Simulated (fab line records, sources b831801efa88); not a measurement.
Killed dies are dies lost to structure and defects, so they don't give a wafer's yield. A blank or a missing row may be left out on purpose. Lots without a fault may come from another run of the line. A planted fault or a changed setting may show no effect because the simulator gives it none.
Which tool did it? | flow sky130 | 14 lots, 42 wafers sampled, at 5 steps of a route of 708

WHAT THE GAUGES READ, wafer by wafer
SKY_CAPM_RS_MEAS_03: measures by four-point-probe. Usual: CAPM_TIN_RS 6.92 ohm/sq, standard deviation 0.076.
lot  | measured     | on            | CAPM_TIN_RS (ohm/sq) | flag
L439 | day 36 16:41 | film_metro-02 | 6.99 7.03 6.96       |
L440 | day 37 00:23 | film_metro-04 | 6.89 6.93 6.92       |
L441 | day 37 03:26 | film_metro-02 | 6.91 6.85 6.85       |
L442 | day 37 09:47 | film_metro-02 | 6.92 6.95 6.91       |
L443 | day 37 22:00 | film_metro-01 | 6.90 6.93 6.86       |
L448 | day 39 07:10 | film_metro-02 | 6.87 6.82 6.88       |
L450 | day 40 07:27 | film_metro-01 | 6.81 6.78 6.77       |
L453 | day 40 19:33 | film_metro-04 | 6.98 6.98 6.95       |
L454 | day 41 01:34 | film_metro-02 | 6.94 6.97 6.94       |
L457 | day 41 23:58 | film_metro-01 | 6.84 6.82 6.81       |
L458 | day 42 01:26 | film_metro-02 | 6.83 6.85 6.84       |
L459 | day 42 12:47 | film_metro-02 | 6.93 6.91 6.88       |
L460 | day 42 17:28 | film_metro-04 | 6.88 6.91 6.92       |
L462 | day 43 01:31 | film_metro-02 | 6.93 6.86 6.92       |

SKY_METAL3_CD_MEAS_13: target cd 300 nm. Usual: cd_nm 300.2 nm, standard deviation 1.3.
lot  | measured     | on        | cd_nm (nm)        | flag
L439 | day 38 20:41 | cd_sem-02 | 301.6 301.9 302.6 |
L440 | day 39 04:00 | cd_sem-01 | 300.8 300.8 301.1 |
L441 | day 39 06:34 | cd_sem-01 | 301.4 300.4 300.3 |
L442 | day 39 13:31 | cd_sem-02 | 299.4 298.1 299.6 |
L443 | day 39 23:49 | cd_sem-01 | 299.0 300.0 300.2 |
L448 | day 41 08:22 | cd_sem-02 | 301.4 300.8 302.0 |
L450 | day 42 07:38 | cd_sem-01 | 300.2 299.5 299.7 |
L453 | day 42 18:37 | cd_sem-02 | 297.4 297.7 296.9 |
L454 | day 43 00:35 | cd_sem-01 | 301.7 300.7 300.8 |
L457 | day 43 22:01 | cd_sem-02 | 299.8 298.8 299.9 |
L458 | day 43 22:46 | cd_sem-01 | 303.0 301.7 301.3 |
L459 | day 44 10:19 | cd_sem-02 | 299.1 299.5 299.7 |
L460 | day 44 14:50 | cd_sem-01 | 299.7 301.7 300.6 |
L462 | day 44 23:05 | cd_sem-01 | 300.3 300.2 299.9 |

SKY_VIA3_OVL_MEAS_13. Usual: VIA3_OVL 3 nm, standard deviation 5.3.
lot  | measured     | on         | VIA3_OVL (nm) | flag
L439 | day 39 23:00 | overlay-01 | 1 -2 2        |
L440 | day 40 07:08 | overlay-01 | -2 2 4        |
L441 | day 40 08:23 | overlay-01 | 5 0 11        |
L442 | day 40 15:59 | overlay-02 | 4 0 2         |
L443 | day 41 01:20 | overlay-01 | 10 12 3       |
L448 | day 42 10:14 | overlay-01 | 19 6 17       |
L450 | day 43 08:18 | overlay-02 | 3 6 4         |
L453 | day 43 19:40 | overlay-01 | 9 4 0         |
L454 | day 44 01:00 | overlay-01 | 1 6 -5        |
L457 | day 44 21:35 | overlay-02 | 9 3 4         |
L458 | day 44 22:32 | overlay-01 | -4 -7 -2      |
L459 | day 45 09:53 | overlay-01 | -4 -4 -2      |
L460 | day 45 14:18 | overlay-01 | 4 -1 -1       |
L462 | day 45 22:18 | overlay-01 | 5 1 3         |

WHICH TOOL RAN EACH LOT (tool, then ch and the chambers of the sampled wafers, then the start)
lot  | SKY_METAL3_SPUTTER_02        | SKY_METAL3_METAL_ETCH_18
L439 | pvd_sputter-03, day 36 16:23 | rie_metal-04 ch 0, day 38 21:07
L440 | pvd_sputter-01, day 37 00:02 | rie_metal-02 ch 0,1, day 39 04:20
L441 | pvd_sputter-02, day 37 03:08 | rie_metal-02 ch 0,1, day 39 06:53
L442 | pvd_sputter-03, day 37 09:30 | rie_metal-04 ch 0,1, day 39 13:49
L443 | pvd_sputter-03, day 37 21:43 | rie_metal-02 ch 0,1, day 40 00:08
L448 | pvd_sputter-02, day 39 06:52 | rie_metal-01 ch 0,1, day 41 08:40
L450 | pvd_sputter-02, day 40 07:08 | rie_metal-04 ch 0,1, day 42 07:55
L453 | pvd_sputter-01, day 40 19:11 | rie_metal-04 ch 0,1, day 42 19:04
L454 | pvd_sputter-03, day 41 01:15 | rie_metal-01 ch 1, day 43 00:56
L457 | pvd_sputter-03, day 41 23:40 | rie_metal-02 ch 0,1, day 43 22:27
L458 | pvd_sputter-03, day 42 01:08 | rie_metal-04 ch 0, day 43 23:05
L459 | pvd_sputter-03, day 42 12:29 | rie_metal-01 ch 0,1, day 44 10:38
L460 | pvd_sputter-03, day 42 17:09 | rie_metal-01 ch 0,1, day 44 15:08
L462 | pvd_sputter-03, day 43 01:11 | rie_metal-04 ch 0,1, day 44 23:23
- SKY_METAL3_SPUTTER_02: material AlCu, target thk 735 nm, time 39.1 s.
- SKY_METAL3_METAL_ETCH_18: etches the open film in Cl2/BCl3, stops on SiO2, target depth 845 nm, time 183.1 s.

WHAT THE TOOLS THEMSELVES READ (means of the sampled wafers that have a number; where no wafer has one, the mark that the record gives instead)
SKY_METAL3_SPUTTER_02. Usual: chamber_pressure_pa 0.3999 Pa, standard deviation 0.00079; throttle_valve_pct 30.6 %, standard deviation 1.
lot  | tool           | chamber_pressure_pa (Pa) | throttle_valve_pct (%) | flag
L439 | pvd_sputter-03 | 0.3996                   | 30.2                   |
L440 | pvd_sputter-01 | 0.4004                   | 30.0                   |
L441 | pvd_sputter-02 | 0.4001                   | 30.4                   |
L442 | pvd_sputter-03 | 0.3993                   | 30.9                   |
L443 | pvd_sputter-03 | 0.3991                   | 30.4                   |
L448 | pvd_sputter-02 | 0.4003                   | 30.5                   |
L450 | pvd_sputter-02 | 0.3995                   | 30.7                   |
L453 | pvd_sputter-01 | 0.3999                   | 30.3                   |
L454 | pvd_sputter-03 | 0.3995                   | 31.3                   |
L457 | pvd_sputter-03 | 0.4001                   | 30.6                   |
L458 | pvd_sputter-03 | 0.4004                   | 30.3                   |
L459 | pvd_sputter-03 | 0.3993                   | 30.4                   |
L460 | pvd_sputter-03 | 0.4000                   | 30.1                   |
L462 | pvd_sputter-03 | 0.3994                   | 30.5                   |

SKY_METAL3_METAL_ETCH_18. Usual: drypump_motor_current_A 5.9 A, standard deviation 0.45; mfc_cl2_sccm 60.02 sccm, standard deviation 0.17; oes_product_au 0.866 a.u., standard deviation 0.0065; throttle_valve_pct 22.265 %, standard deviation 0.009.
lot  | tool         | drypump_motor_current_A (A) | mfc_cl2_sccm (sccm) | oes_product_au (a.u.) | throttle_valve_pct (%) | flag
L439 | rie_metal-04 | 6.4                         | 59.81               | 0.869                 | 22.268                 |
L440 | rie_metal-02 | 6.1                         | 60.06               | 0.865                 | 22.266                 |
L441 | rie_metal-02 | 6.0                         | 59.75               | 0.872                 | 22.268                 |
L442 | rie_metal-04 | 6.1                         | 59.94               | 0.872                 | 22.259                 |
L443 | rie_metal-02 | 6.1                         | 59.89               | 0.861                 | 22.260                 |
L448 | rie_metal-01 | 5.8                         | 60.00               | 0.913                 | 22.258                 | OFF
L450 | rie_metal-04 | 6.1                         | 60.21               | 0.909                 | 22.259                 | OFF
L453 | rie_metal-04 | 5.8                         | 60.25               | 0.864                 | 22.261                 |
L454 | rie_metal-01 | 5.1                         | 60.07               | 0.861                 | 22.265                 |
L457 | rie_metal-02 | 5.9                         | 60.01               | 0.860                 | 22.271                 |
L458 | rie_metal-04 | 6.4                         | 59.95               | 0.876                 | 22.270                 |
L459 | rie_metal-01 | 5.8                         | 60.02               | 0.862                 | 22.272                 |
L460 | rie_metal-01 | 5.8                         | 59.88               | 0.863                 | 22.267                 |
L462 | rie_metal-04 | 5.8                         | 59.88               | 0.864                 | 22.270                 |

THE ANSWER, worked out from the rows above alone
Rule: a lot is off if the mean of its wafers that have a number lies more than 3 standard deviations from the usual mean. A lot without any number at a reading at which 4 lots or more have one is off too. The other lots that the step has rows for count as sound. The gauges are gone through in route order, then the tools' own readings, and for those a lot's mean is taken as printed above. The first step at which some lot is off is used, and at that step the reading that is off furthest; a lot without a number counts as furthest.
Off: L448, L450, at SKY_METAL3_METAL_ETCH_18 (oes_product_au).
A tool fits if, at that step or a process step before it, it ran every lot that is off, and no sound lot after the first of them. One fits: pvd_sputter-02 at SKY_METAL3_SPUTTER_02. Its last sound lot is L441 (day 37 03:08), its first lot that is off L448 (day 39 06:52): a fault that began between those two fits.

WHAT THE SIMULATOR HAD PUT IN
Process parameter drift: pvd_sputter-02, from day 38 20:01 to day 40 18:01, at SKY_METAL3_SPUTTER_02. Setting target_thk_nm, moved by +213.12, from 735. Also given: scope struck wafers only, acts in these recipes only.
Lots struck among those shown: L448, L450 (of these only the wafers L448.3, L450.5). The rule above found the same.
